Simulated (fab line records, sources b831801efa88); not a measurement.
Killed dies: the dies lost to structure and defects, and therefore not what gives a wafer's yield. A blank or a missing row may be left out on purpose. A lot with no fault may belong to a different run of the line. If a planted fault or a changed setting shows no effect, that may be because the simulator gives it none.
Which tool is to blame? | flow gf180mcu | 12 lots, 36 wafers sampled, at 5 steps of a route of 602

== WHAT EACH GAUGE READ, for each wafer ==
GF_POLY_GATE_THK_MEAS_17.
lot  | measured     | on           | POLY_GATE_OXIDATION_THK (nm)
L552 | day 9 10:04  | filmMetro-01 | 3.98 3.83 3.93
L553 | day 9 16:53  | filmMetro-03 | 4.17 4.19 4.24
L554 | day 9 20:13  | filmMetro-02 | 3.77 3.91 4.01
L555 | day 10 00:51 | filmMetro-03 | 4.04 4.01 4.07
L556 | day 10 11:46 | filmMetro-03 | 3.98 3.96 4.04
L557 | day 10 19:17 | filmMetro-02 | 3.93 3.87 3.79
L558 | day 11 01:17 | filmMetro-03 | 4.09 4.02 3.94
L559 | day 11 09:07 | filmMetro-01 | 3.96 3.99 4.00
L561 | day 12 01:10 | filmMetro-03 | 4.00 4.01 3.97
L563 | day 12 11:39 | filmMetro-01 | 4.08 4.11 4.12
L568 | day 15 09:58 | filmMetro-03 | 4.18 4.09 4.15
L574 | day 15 17:40 | filmMetro-03 | 3.98 4.02 4.04

GF_HV_LDD_CD_MEAS_19: the cd target is 400 nm.
lot  | measured     | on       | cdNm (nm)
L552 | day 10 22:04 | cdSem-02 | 397.5 398.9 399.6
L553 | day 11 05:13 | cdSem-01 | 398.6 398.5 397.1
L554 | day 11 08:40 | cdSem-01 | 403.1 401.5 405.2
L555 | day 11 14:19 | cdSem-01 | 400.0 399.4 400.5
L556 | day 12 00:51 | cdSem-02 | 401.0 402.1 402.5
L557 | day 12 09:20 | cdSem-02 | 397.0 395.8 397.7
L558 | day 12 15:44 | cdSem-01 | 397.0 398.3 396.7
L559 | day 12 22:58 | cdSem-01 | 401.0 402.9 400.6
L561 | day 13 16:37 | cdSem-02 | 402.3 400.5 400.1
L563 | day 14 04:29 | cdSem-02 | 404.4 400.7 401.9
L568 | day 17 04:26 | cdSem-01 | 398.7 397.7 399.0
L574 | day 17 14:30 | cdSem-01 | 399.6 398.7 398.4

GF_HV_LDD_THK_MEAS_55.
lot  | measured     | on           | HV_LDD_CVD_54_THK (nm)
L552 | day 12 14:23 | filmMetro-02 | 9.77 9.90 9.86
L553 | day 12 23:11 | filmMetro-01 | 9.69 9.73 9.90
L554 | day 13 01:42 | filmMetro-04 | 10.27 10.17 10.12
L555 | day 13 07:59 | filmMetro-01 | 10.23 10.16 10.13
L556 | day 13 19:07 | filmMetro-01 | 10.05 10.02 9.98
L557 | day 14 04:49 | filmMetro-02 | 9.92 10.10 9.97
L558 | day 14 11:16 | filmMetro-04 | 9.95 10.01 10.03
L559 | day 14 19:31 | filmMetro-02 | 10.14 10.05 10.06
L561 | day 15 12:56 | filmMetro-01 | 10.15 10.22 10.15
L563 | day 16 01:20 | filmMetro-04 | 9.97 10.07 9.87
L568 | day 19 04:18 | filmMetro-04 | 5.16 5.15 5.19 5.19 5.07 5.19
L574 | day 19 16:15 | filmMetro-02 | 9.83 9.78 9.81

== EACH LOT AND THE TOOL THAT RAN IT (in order: tool; ch and the chambers of the sampled wafers; start) ==
lot  | GF_DUAL_GATE_STRIP_13               | GF_HV_LDD_CVD_54
L552 | plasmaAsher-01 ch 0,1, day 8 11:59  | lpcvd-02 ch 1, day 12 13:22
L553 | plasmaAsher-01 ch 0,1, day 8 18:05  | lpcvd-02 ch 0, day 12 21:38
L554 | plasmaAsher-04 ch 0,1, day 8 21:26  | lpcvd-01 ch 1, day 13 00:40
L555 | plasmaAsher-04 ch 0,1, day 9 03:25  | lpcvd-01 ch 0, day 13 06:58
L556 | plasmaAsher-02 ch 0,1, day 9 12:28  | lpcvd-01 ch 1, day 13 18:05
L557 | plasmaAsher-02 ch 0,1, day 9 20:10  | lpcvd-02 ch 1, day 14 03:47
L558 | plasmaAsher-01 ch 0,1, day 10 02:15 | lpcvd-01 ch 1, day 14 10:14
L559 | plasmaAsher-04 ch 0,1, day 10 09:38 | lpcvd-01 ch 0, day 14 18:29
L561 | plasmaAsher-01 ch 0,1, day 11 00:49 | lpcvd-02 ch 1, day 15 11:53
L563 | plasmaAsher-01 ch 0,1, day 11 11:53 | lpcvd-01 ch 1, day 16 00:19
L568 | plasmaAsher-02 ch 1, day 14 07:12   | lpcvd-02 ch 1, day 19 03:17
L574 | plasmaAsher-01 ch 0,1, day 14 14:16 | lpcvd-01 ch 1, day 19 15:13
- GF_DUAL_GATE_STRIP_13: strips in O2/N2.
- GF_HV_LDD_CVD_54: deposits SiO2 from TEOS, target thk 10 nm, time 75 s.

== WHAT THE TOOLS THEMSELVES READ (means of the sampled wafers that have a number; where no wafer has one, the mark that the record gives instead) ==
GF_DUAL_GATE_STRIP_13.
lot  | tool           | drypumpMotorCurrentA (A) | heaterPowerW (W) | oesProductAu (a.u.) | stripTimeToEndpointS (s)
L552 | plasmaAsher-01 | 5.4                      | 331              | 0.716               | 12.608
L553 | plasmaAsher-01 | 5.6                      | 346              | 0.717               | 12.658
L554 | plasmaAsher-04 | 5.4                      | 357              | 0.716               | 12.577
L555 | plasmaAsher-04 | 5.4                      | 356              | 0.717               | 12.665
L556 | plasmaAsher-02 | 5.3                      | 291              | 0.718               | 12.638
L557 | plasmaAsher-02 | 5.3                      | 295              | 0.714               | 12.618
L558 | plasmaAsher-01 | 5.6                      | 351              | 0.719               | 12.639
L559 | plasmaAsher-04 | 5.7                      | 384              | 0.715               | 12.653
L561 | plasmaAsher-01 | 5.4                      | 328              | 0.716               | 12.628
L563 | plasmaAsher-01 | 5.4                      | 325              | 0.715               | 12.618
L568 | plasmaAsher-02 | 6.1                      | 303              | 0.717               | 12.670
L574 | plasmaAsher-01 | 5.4                      | 328              | 0.718               | 12.668

GF_HV_LDD_CVD_54.
lot  | tool     | spikeTcBottomC (C) | spikeTcCentreC (C) | spikeTcLowerC (C) | spikeTcTopC (C) | spikeTcUpperC (C) | susceptorTempC (C) | zonePowerLowerPct (%)
L552 | lpcvd-02 | 700.2              | 680.2              | 680.2             | 699.6           | 678.0             | 680.0              | 9.7
L553 | lpcvd-02 | 706.1              | 680.8              | 682.6             | 697.8           | 679.1             | 680.1              | 10.5
L554 | lpcvd-01 | 703.6              | 681.1              | 678.7             | 698.7           | 680.0             | 680.2              | 11.2
L555 | lpcvd-01 | 699.2              | 680.2              | 680.2             | 696.1           | 678.7             | 679.5              | 12.4
L556 | lpcvd-01 | 704.1              | 681.2              | 678.4             | 698.3           | 680.6             | 679.8              | 11.0
L557 | lpcvd-02 | 700.6              | 680.9              | 679.8             | 699.5           | 677.3             | 679.7              | 9.6
L558 | lpcvd-01 | 703.9              | 680.8              | 679.1             | 698.6           | 681.2             | 680.1              | 11.1
L559 | lpcvd-01 | 699.3              | 681.1              | 679.0             | 695.7           | 678.7             | 679.9              | 12.3
L561 | lpcvd-02 | 700.9              | 681.1              | 680.1             | 698.6           | 677.2             | 679.5              | 9.8
L563 | lpcvd-01 | 703.8              | 680.6              | 679.1             | 700.4           | 680.2             | 680.0              | 11.1
L568 | lpcvd-02 | 674.8              | 653.6              | 654.0             | 673.4           | 650.6             | 653.0              | 9.1
L574 | lpcvd-01 | 703.0              | 681.7              | 677.4             | 698.8           | 680.2             | 679.7              | 11.1

== THE ANSWER, worked out from the rows above alone ==
Rule: what is usual is taken from the lots themselves. Put in order of their means at a reading, lots are off if they are a third of the lots or fewer, leave a main group of 4 or more, and stand apart from it by a gap of 3 or more times the standard deviation of the main group's means; of several such gaps the widest counts. A main group whose means are all the same, to the digits that the tables above print for the reading, isn't used. Also off: a lot with no number at a reading for which 4 or more lots have one. The other lots that the step has rows for count as sound. After the gauges, taken in route order, come the tools' own readings; for these a lot's mean is taken, as printed above. The first step at which some lot is off is used, and at that step the reading that is off furthest; a lot without a number counts as furthest.
Off: at GF_HV_LDD_THK_MEAS_55 (HV_LDD_CVD_54_THK), L568. Mean 10.00 nm and standard deviation 0.14 in the main group.
If a tool, at a process step before that reading, ran all the lots that are off and no sound lot after the first of them, it fits. Not tried: the gauges at GF_HV_LDD_THK_MEAS_55; whatever is off there is also off at GF_DUAL_GATE_STRIP_13, on other tools, and gauge error can't account for it. This does not decide it: 2 tools fit, namely plasmaAsher-02 at GF_DUAL_GATE_STRIP_13 and lpcvd-02 at GF_HV_LDD_CVD_54.

== WHAT THE SIMULATOR PUT IN ==
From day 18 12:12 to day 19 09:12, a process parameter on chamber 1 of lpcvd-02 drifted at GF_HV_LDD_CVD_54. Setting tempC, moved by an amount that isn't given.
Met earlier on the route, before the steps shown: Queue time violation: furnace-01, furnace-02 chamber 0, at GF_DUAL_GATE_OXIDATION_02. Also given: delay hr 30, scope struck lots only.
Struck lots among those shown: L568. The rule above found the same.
